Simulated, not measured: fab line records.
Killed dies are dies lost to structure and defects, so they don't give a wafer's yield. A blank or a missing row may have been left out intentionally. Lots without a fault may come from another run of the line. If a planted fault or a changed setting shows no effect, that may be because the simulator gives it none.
Which tool is to blame?	flow sfq line	15 lots (45 wafers sampled), 1 step of a 325-step route

## WHAT EACH GAUGE READ, for each wafer
The record holds no reading of a measuring or inspecting step that can be judged against a usual standard deviation.

## WHICH TOOL RAN EACH LOT (tool, then ch and the chambers of the sampled wafers, then the start)
lot	SFQ_TRILAYER_I3_DEP_PECVD_081
L187	pecvd-02 ch 0,1, day 46 14:36
L189	pecvd-02 ch 0,2, day 46 23:00
L190	pecvd-02 ch 0,2, day 47 16:03
L191	pecvd-03 ch 0,1,2, day 48 16:57
L192	pecvd-02 ch 0,1, day 49 01:05
L193	pecvd-02 ch 0,1,2, day 49 10:41
L195	pecvd-03 ch 0,2, day 50 18:08
L196	pecvd-03 ch 0,1,2, day 51 00:56
L197	pecvd-03 ch 0,2, day 51 06:08
L198	pecvd-03 ch 0,1,2, day 51 18:08
L199	pecvd-03 ch 0,1,2, day 51 22:56
L200	pecvd-02 ch 1,2, day 52 08:32
L206	pecvd-01 ch 0,1,2, day 54 12:11
L207	pecvd-02 ch 0,1, day 54 13:38
L209	pecvd-03 ch 0,2, day 55 13:50
- SFQ_TRILAYER_I3_DEP_PECVD_081: deposits SiO2 from SiH4/N2O, time 111.11 s, target thk 500 nm.

## WHAT THE TOOLS THEMSELVES READ (means of the sampled wafers that have a number; where no wafer has one, the mark that the record gives instead)
SFQ_TRILAYER_I3_DEP_PECVD_081.
lot	tool	heater power w (W)	rf fwd power W (W)	throttle valve pct (%)
L187	pecvd-02	88	183.0	25.6
L189	pecvd-02	81	182.3	24.8
L190	pecvd-02	93	182.2	25.2
L191	pecvd-03	69	182.5	23.1
L192	pecvd-02	89	182.3	25.8
L193	pecvd-02	87	182.0	25.3
L195	pecvd-03	70	182.4	22.9
L196	pecvd-03	63	182.9	23.4
L197	pecvd-03	71	192.8	23.1
L198	pecvd-03	59	192.3	23.5
L199	pecvd-03	62	192.1	23.6
L200	pecvd-02	83	181.4	24.9
L206	pecvd-01	69	181.9	26.2
L207	pecvd-02	83	182.1	26.0
L209	pecvd-03	64	182.2	24.4

## THE ANSWER, worked out from the rows above alone
Rule: the usual values come from the lots themselves. Put in order of their means at a reading, lots are off if they are a third of the lots or fewer, leave a main group of 4 or more, and stand apart from it by a gap of 3 or more times the standard deviation of the main group's means; of several such gaps the widest counts. A main group is skipped when, at the precision printed for the reading in the tables above, its means are all equal. A lot without any number at a reading at which 4 lots or more have one is off too. The other lots that the step has rows for count as sound. First the gauges in route order, then the tools' own readings, where a lot's mean is used as printed above. The first step at which some lot is off is used, and at that step the reading that is off furthest; a lot without a number counts as furthest.
Off at SFQ_TRILAYER_I3_DEP_PECVD_081 (rf fwd power W): L197, L198, L199. The main group has a mean of 182.3 W with a standard deviation of 0.41.
If a tool, at that step or one of the process steps before it, ran each lot that is off and ran no sound lot following the first of them, it fits. No candidate that was tried fits.

## WHAT HAD BEEN PUT IN BY THE SIMULATOR
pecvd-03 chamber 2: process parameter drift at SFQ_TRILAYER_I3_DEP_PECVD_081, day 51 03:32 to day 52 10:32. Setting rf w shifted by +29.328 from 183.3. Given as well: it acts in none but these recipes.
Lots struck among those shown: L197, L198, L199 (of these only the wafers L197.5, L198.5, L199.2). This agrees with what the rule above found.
